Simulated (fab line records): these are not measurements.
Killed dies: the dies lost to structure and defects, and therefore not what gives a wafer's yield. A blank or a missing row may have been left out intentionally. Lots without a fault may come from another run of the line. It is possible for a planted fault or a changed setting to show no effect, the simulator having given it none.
Which of the tools did it? -- flow gf180mcu -- 7 lots, 21 wafers sampled, at 4 steps of a route of 602

== WHAT EACH GAUGE READ, for each wafer ==
GF_V1_RS_MEAS_24: the measuring method here is four-point-probe.
lot,measured,on,V1_W_RS (ohm/sq)
L647,day 19 09:38,filmMetro-03,0.332 0.330 0.333
L649,day 19 22:16,filmMetro-02,0.325 0.327 0.324
L656,day 22 04:23,filmMetro-01,43.695 44.169 43.808 43.706 44.154 43.727
L658,day 23 00:24,filmMetro-02,42.726 42.942 42.735 42.654 42.893 42.736
L662,day 24 07:44,filmMetro-01,0.329 0.329 0.326
L664,day 24 22:04,filmMetro-03,0.333 0.329 0.331
L668,day 26 04:32,filmMetro-02,0.322 0.325 0.329

== EACH LOT AND THE TOOL THAT RAN IT (in order: tool; ch and the chambers of the sampled wafers; start) ==
lot,GF_V1_ETCH_17,GF_V1_SPUTTER_21,GF_V1_CVD_23
L647,"rieDiel-04 ch 0,1,2, day 19 09:25 or earlier","pvdSputter-01, day 19 09:25","cvdW-02 ch 0,1, day 19 09:31"
L649,"rieDiel-04 ch 1,2,3, day 19 22:02 or earlier","pvdSputter-02, day 19 22:02","cvdW-01 ch 0,1, day 19 22:08"
L656,"rieDiel-03 ch 0,1, day 22 04:10 or earlier","pvdSputter-04, day 22 04:10","cvdW-01 ch 0, day 22 04:16"
L658,"rieDiel-03 ch 1,2,3, day 23 00:10 or earlier","pvdSputter-04, day 23 00:10","cvdW-02 ch 0,1, day 23 00:16"
L662,"rieDiel-04 ch 1, day 24 07:31 or earlier","pvdSputter-04, day 24 07:31","cvdW-01 ch 0,1, day 24 07:37"
L664,"rieDiel-03 ch 2,3, day 24 21:51 or earlier","pvdSputter-01, day 24 21:51","cvdW-02 ch 0,1, day 24 21:57"
L668,"rieDiel-01 ch 1,2, day 26 04:17 or earlier","pvdSputter-02, day 26 04:17","cvdW-01 ch 0,1, day 26 04:25"
- GF_V1_ETCH_17: etches SiO2 in C4F8/O2/Ar, stops on TiN, target depth 630 nm.
- GF_V1_SPUTTER_21: material Ti, target thk 15 nm, time 80.02 s.
- GF_V1_CVD_23: deposits W, target thk 350 nm, time 105.05 s.

== THE ANSWER, worked out from the rows above alone ==
Rule: the usual values come from the lots themselves. Put in order of their means at a reading, lots are off if they are a third of the lots or fewer, leave a main group of 4 or more, and stand apart from it by a gap of 3 or more times the standard deviation of the main group's means; of several such gaps the widest counts. A main group is skipped when, at the precision printed for the reading in the tables above, its means are all equal. Also off: a lot with no number at a reading for which 4 or more lots have one. Any other lot the step has rows for is counted as sound.
Off: L656, L658, seen at GF_V1_RS_MEAS_24 (V1_W_RS). Main group: mean 0.328 ohm/sq, sd 0.0027.
If a tool, at a process step before that reading, ran all the lots that are off and no sound lot after the first of them, it fits. Gauges at GF_V1_RS_MEAS_24: tried the same way as those tools. Because GF_V1_ETCH_17 lacks a start for some lots, the hours and order of its lots are taken from GF_V1_SPUTTER_21. Of those tried, none fits.

== WHAT WAS PUT IN BY THE SIMULATOR ==
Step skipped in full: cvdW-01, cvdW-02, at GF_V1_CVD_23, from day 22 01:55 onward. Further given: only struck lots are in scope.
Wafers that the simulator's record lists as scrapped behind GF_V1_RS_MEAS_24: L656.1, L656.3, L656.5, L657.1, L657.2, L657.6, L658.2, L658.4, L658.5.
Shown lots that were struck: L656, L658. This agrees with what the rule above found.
